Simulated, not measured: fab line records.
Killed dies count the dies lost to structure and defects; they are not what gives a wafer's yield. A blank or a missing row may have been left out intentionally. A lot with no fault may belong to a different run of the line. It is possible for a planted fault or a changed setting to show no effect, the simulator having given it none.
A lot that was struck, set against a sound lot | flow sfq_line | 42 steps out of a route of 325
Sound: these wafers, L626.1, L626.3, L626.4. Struck: wafer L616.6 (L616.3, L616.5, from the same lot, were not struck and are left out); the cause is given at the end.
At each step with rows: each side's tool, then ch and its chambers, then its first start. Under that, the readings that differ: sound wafers | struck wafers | difference of the means | sigmas: that difference in standard deviations of wafers without a fault.
alike: readings with means less than 2 such deviations apart, plus words and numbers identical on both sides. not compared: withheld readings, readings lacking a value on some wafer, bounds such as >300 that could conceal the same value, and numbers that have no deviation in the record and whose values overlap.
A row with sigmas, a row that says differs or no value, or rows on one side alone: a step with any of these is where the two part. Numbers that have no deviation but don't overlap get no sigmas and don't part them. Lack of a reading on every wafer of one side parts them only where that side has two or more wafers.

first, 6 steps without rows for these wafers: SFQ_TRILAYER_L0_VIA_LITHO_COAT_018 (resist thk 62 nm); SFQ_TRILAYER_L0_VIA_LITHO_COAT_013 (resist thk 650 nm); SFQ_TRILAYER_L0_VIA_LITHO_SOFTBAKE_017; SFQ_TRILAYER_L0_VIA_LITHO_EXPOSE_014 (exposes mask L0V, target cd 700 nm); SFQ_TRILAYER_L0_VIA_LITHO_PEB_016 (peb time 60 s); SFQ_TRILAYER_L0_VIA_LITHO_DEVELOP_015 (time 60 s).
SFQ_L0V_OVL_MEAS_903:
  sound on overlay-02 at day 14 14:50; struck on overlay-01 at day 11 04:32
  alike: L0V_OVL
then, 2 steps without rows for these wafers: SFQ_TRILAYER_L0_VIA_BARC_OPEN_VIA_ETCH_021 (etches BARC in O2, target depth 125 nm, time 41.7 s); SFQ_TRILAYER_L0_VIA_ETCH_VIA_ETCH_016 (etches SiO2 in CHF3, stops on MoNx KI, target depth 80 nm).
SFQ_TRILAYER_L0_VIA_STRIP_STRIP_017: strips in O2.
  sound on rie_metal-04 ch 0,1, day 14 14:57; struck on rie_metal-03 ch 0, day 11 04:50
  alike: drypump_motor_current_A, oes_product_au
  not compared: rf_hours_counter_h
then, 2 steps without rows for these wafers: SFQ_TRILAYER_L0_VIA_STRIP_SOLV_CLEAN_018 (cleans in NMP, time 600 s); SFQ_TRILAYER_M0_DEP_PRE_CLEAN_020 (time 15 s).
SFQ_TRILAYER_M0_DEP_SPUTTER_019: material Nb, target thk 200 nm, time 133.3 s.
  sound on pvd_sputter-03 at day 14 15:45; struck on pvd_sputter-04 at day 11 05:26
  reading                                             | sound             | struck | difference | sigmas
  model.Nb_of_TRILAYER_M0_DEP_SPUTTER_019.thk_nm (nm) | 200.7 202.8 202.7 | 170.9  | -31.2      |
  alike: base_pressure_pa, cathode_dc_power_W, throttle_valve_pct
SFQ_M0_RS_MEAS_904: a four-point-probe measurement.
  sound on film_metro-04 at day 14 15:50; struck on film_metro-03 at day 11 05:34
  reading           | sound             | struck | difference | sigmas
  M0_NB_RS (ohm/sq) | 0.888 0.877 0.879 | 1.044  | +0.163     | +18
then, 6 steps without rows for these wafers: SFQ_TRILAYER_M0_LITHO_COAT_026 (resist thk 62 nm); SFQ_TRILAYER_M0_LITHO_COAT_021 (resist thk 600 nm); SFQ_TRILAYER_M0_LITHO_SOFTBAKE_025; SFQ_TRILAYER_M0_LITHO_EXPOSE_022 (exposes mask M0, target cd 500 nm); SFQ_TRILAYER_M0_LITHO_PEB_024 (peb time 60 s); SFQ_TRILAYER_M0_LITHO_DEVELOP_023 (time 60 s).
-- the record jumps here: 5 days lie between the struck wafers' starts before and after --
SFQ_M0_OVL_MEAS_906:
  sound on overlay-01 at day 20 15:26; struck on overlay-02 at day 16 07:46
  alike: M0_OVL
then, 1 step without rows for these wafers: SFQ_TRILAYER_M0_BARC_OPEN_METAL_ETCH_031 (etches BARC in O2, target depth 125 nm, time 41.7 s).
SFQ_TRILAYER_M0_ETCH_METAL_ETCH_024: etches Nb in Cl2/Ar, stops on SiO2, target depth 240 nm, time 120 s.
  sound on rie_metal-03 ch 0, day 20 15:36; struck on rie_metal-02 ch 0, day 16 07:53
  reading               | sound             | struck | difference | sigmas
  oes_product_au (a.u.) | 0.893 0.894 0.888 | 0.817  | -0.075     | -10
  alike: drypump_motor_current_A
  not compared: rf_hours_counter_h
then, 2 steps without rows for these wafers: SFQ_TRILAYER_M0_STRIP_STRIP_025 (strips in O2); SFQ_TRILAYER_M0_STRIP_SOLV_CLEAN_026 (cleans in NMP, time 600 s).
SFQ_TRILAYER_I0_DEP_PECVD_027: deposits SiO2 from SiH4/N2O, time 111.11 s, target thk 500 nm.
  sound on pecvd-02 ch 0,1,2, day 20 17:13; struck on pecvd-03 ch 1, day 16 08:45
  alike: heater_power_w, throttle_valve_pct
SFQ_TRILAYER_I0_CMP_CMP_028: polishes SiO2.
  sound on cmp-02 ch 1,2,3, day 20 18:52; struck on cmp-01 ch 1, day 16 10:50
  reading                | sound       | struck | difference | sigmas
  time_to_endpoint_s (s) | 204 198 215 | 228    | +22        | +3
  alike: motor_current_A, retaining_ring_pressure_frac
SFQ_I0_BOW_MEAS_907:
  sound on film_metro-03 at day 20 21:52; struck on film_metro-03 at day 16 11:52
  alike: I0_BOW
SFQ_TRILAYER_I0_METRO_MEASURE_029:
  sound on film_metro-03 at day 20 21:59; struck on film_metro-03 at day 16 12:21
  alike: thk_nm
then, 6 steps without rows for these wafers: SFQ_TRILAYER_I0_VIA_LITHO_COAT_036 (resist thk 62 nm); SFQ_TRILAYER_I0_VIA_LITHO_COAT_031 (resist thk 650 nm); SFQ_TRILAYER_I0_VIA_LITHO_SOFTBAKE_035; SFQ_TRILAYER_I0_VIA_LITHO_EXPOSE_032 (exposes mask I0, target cd 500 nm); SFQ_TRILAYER_I0_VIA_LITHO_PEB_034 (peb time 60 s); SFQ_TRILAYER_I0_VIA_LITHO_DEVELOP_033 (time 60 s).
-- the record jumps here: 7 days lie between the struck wafers' starts before and after --
SFQ_I0_OVL_MEAS_908:
  sound on overlay-02 at day 27 17:12; struck on overlay-02 at day 23 01:34
  alike: I0_OVL
then, 2 steps without rows for these wafers: SFQ_TRILAYER_I0_VIA_BARC_OPEN_VIA_ETCH_046 (etches BARC in O2, target depth 125 nm, time 41.7 s); SFQ_TRILAYER_I0_VIA_ETCH_VIA_ETCH_034 (etches SiO2 in CHF3, stops on Nb, target depth 260 nm).
SFQ_TRILAYER_I0_VIA_STRIP_STRIP_035: strips in O2.
  sound on rie_metal-03 ch 0,1, day 27 17:23; struck on rie_metal-03 ch 0, day 23 01:56
  alike: drypump_motor_current_A, oes_product_au
  not compared: rf_hours_counter_h
then, 2 steps without rows for these wafers: SFQ_TRILAYER_I0_VIA_STRIP_SOLV_CLEAN_036 (cleans in NMP, time 600 s); SFQ_TRILAYER_M1_DEP_PRE_CLEAN_038 (time 22.5 s).
-- the record jumps here: 55 days lie between the struck wafers' starts before and after --
SFQ_M8_BOW_MEAS_951:
  sound on film_metro-02 at day 80 17:37; struck on film_metro-02 at day 78 08:02
  reading                 | sound                | struck | difference | sigmas
  model.etest.m0.ohm_um   | 1.779 1.763 1.763    | 2.094  | +0.326     |
  model.etest.m0.ohm_sq   | 0.8863 0.8771 0.8776 | 1.041  | +0.161     |
  model.etest.i0.link_ohm | 1.959 1.955 1.958    | 2.104  | +0.147     |
  alike: M8_BOW

## WHERE THEY PART
Earliest at SFQ_M0_RS_MEAS_904; latest, in this record, at SFQ_TRILAYER_I0_CMP_CMP_028. Later steps at which nothing parts them and some readings are alike: SFQ_I0_BOW_MEAS_907, SFQ_TRILAYER_I0_METRO_MEASURE_029, SFQ_I0_OVL_MEAS_908, SFQ_TRILAYER_I0_VIA_STRIP_STRIP_035, SFQ_M8_BOW_MEAS_951.

WHY: whatever the simulator had introduced
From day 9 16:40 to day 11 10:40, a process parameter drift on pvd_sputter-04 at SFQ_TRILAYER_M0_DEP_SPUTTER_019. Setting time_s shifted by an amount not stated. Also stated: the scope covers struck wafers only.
